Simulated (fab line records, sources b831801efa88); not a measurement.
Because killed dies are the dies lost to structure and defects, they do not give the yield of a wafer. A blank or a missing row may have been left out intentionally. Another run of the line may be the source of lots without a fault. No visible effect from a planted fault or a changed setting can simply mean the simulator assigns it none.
Which tool is to blame? ; flow sfqLine ; 42 wafers from 14 lots sampled at 3 of the route's 325 steps

== WHAT THE GAUGES SHOWED, per wafer ==
SFQ_M2_OVL_MEAS_916.
lot;measured;on;M2_OVL (nm)
L734;day 17 22:50;overlay-01;-9 -3 -3
L736;day 18 09:32;overlay-02;2 1 4
L737;day 18 21:32;overlay-02;-6 -10 -3
L738;day 19 11:57;overlay-01;-2 1 -4
L740;day 20 03:05;overlay-02;-9 -13 -14
L741;day 20 15:05;overlay-01;-6 1 -2
L742;day 20 22:18;overlay-02;0 2 0
L743;day 21 07:54;overlay-02;-4 -2 1
L745;day 21 13:53;overlay-01;-2 -1 3
L746;day 21 22:17;overlay-02;0 -5 3
L751;day 23 18:13;overlay-02;-2 -9 -11
L753;day 24 09:49;overlay-01;0 1 2
L755;day 25 05:01;overlay-01;-3 4 1
L756;day 25 12:01;overlay-02;1 -4 -3

SFQ_M5_OVL_MEAS_932.
lot;measured;on;M5_OVL (nm)
L734;day 45 14:16;overlay-01;9 12 16
L736;day 46 04:40;overlay-01;0 5 1
L737;day 46 20:35;overlay-01;4 -3 4
L738;day 48 01:46;overlay-02;6 -2 7
L740;day 48 23:29;overlay-01;3 4 1
L741;day 49 02:23;overlay-02;5 3 6
L742;day 49 16:17;overlay-01;0 0 -1
L743;day 56 06:42;overlay-01;8 4 8
L745;day 56 23:13;overlay-01;1 -3 -4
L746;day 57 02:49;overlay-01;8 1 -2
L751;day 59 07:54;overlay-02;-4 0 -2
L753;day 60 21:22;overlay-02;4 3 7
L755;day 61 04:34;overlay-02;-4 -2 -8
L756;day 61 11:55;overlay-01;13 6 6

== WHICH TOOL RAN EACH LOT (tool, then ch and the chambers of the sampled wafers, then the start) ==
lot;SFQ_TRILAYER_JJ_TRILAYER_DEP_SPUTTER_109
L734;pvdSputter-04, day 40 19:19
L736;pvdSputter-06, day 41 22:43
L737;pvdSputter-03, day 42 15:29
L738;pvdSputter-06, day 43 08:04
L740;pvdSputter-06, day 43 20:04
L741;pvdSputter-04, day 43 21:16
L742;pvdSputter-04, day 44 09:16
L743;pvdSputter-04, day 44 16:28
L745;pvdSputter-03, day 45 02:04
L746;pvdSputter-04, day 45 07:28
L751;pvdSputter-06, day 47 01:37
L753;pvdSputter-04, day 48 12:31
L755;pvdSputter-04, day 49 01:31
L756;pvdSputter-06, day 49 05:07
- SFQ_TRILAYER_JJ_TRILAYER_DEP_SPUTTER_109: material Nb, target thk 150 nm, time 100 s.

== AS READ BY THE TOOLS THEMSELVES (means over the sampled wafers that have a number; for cases with no such wafer, the mark the record gives instead) ==
SFQ_TRILAYER_JJ_TRILAYER_DEP_SPUTTER_109.
lot;tool;throttleValvePct (%)
L734;pvdSputter-04;30.9
L736;pvdSputter-06;29.5
L737;pvdSputter-03;30.3
L738;pvdSputter-06;28.4
L740;pvdSputter-06;28.7
L741;pvdSputter-04;31.2
L742;pvdSputter-04;30.6
L743;pvdSputter-04;31.4
L745;pvdSputter-03;30.1
L746;pvdSputter-04;31.0
L751;pvdSputter-06;29.4
L753;pvdSputter-04;30.6
L755;pvdSputter-04;30.4
L756;pvdSputter-06;29.0

== THE ANSWER, worked out from the rows above alone ==
Rule: the lots themselves supply what counts as usual. The widest of any qualifying gaps counts: lots, ordered by their means at a reading, are off when they make up no more than a third of the lots, leave a main group of 4 or more, and stand apart from it by 3 or more times the standard deviation of that group's means. The tables above print the reading to a certain number of digits; a main group whose means all agree to those digits is not used. Also off: a lot with no number at a reading for which 4 or more lots have one. Any other lot the step has rows for is counted as sound. The gauges are gone through in route order, then the tools' own readings, and for those a lot's mean is taken as printed above. At the first step where some lot is off, the reading lying furthest off is the one used; lots without a number count as furthest.
None of the lots is off at any reading shown; this tells nothing.

== WHAT THE SIMULATOR HAD INSERTED ==
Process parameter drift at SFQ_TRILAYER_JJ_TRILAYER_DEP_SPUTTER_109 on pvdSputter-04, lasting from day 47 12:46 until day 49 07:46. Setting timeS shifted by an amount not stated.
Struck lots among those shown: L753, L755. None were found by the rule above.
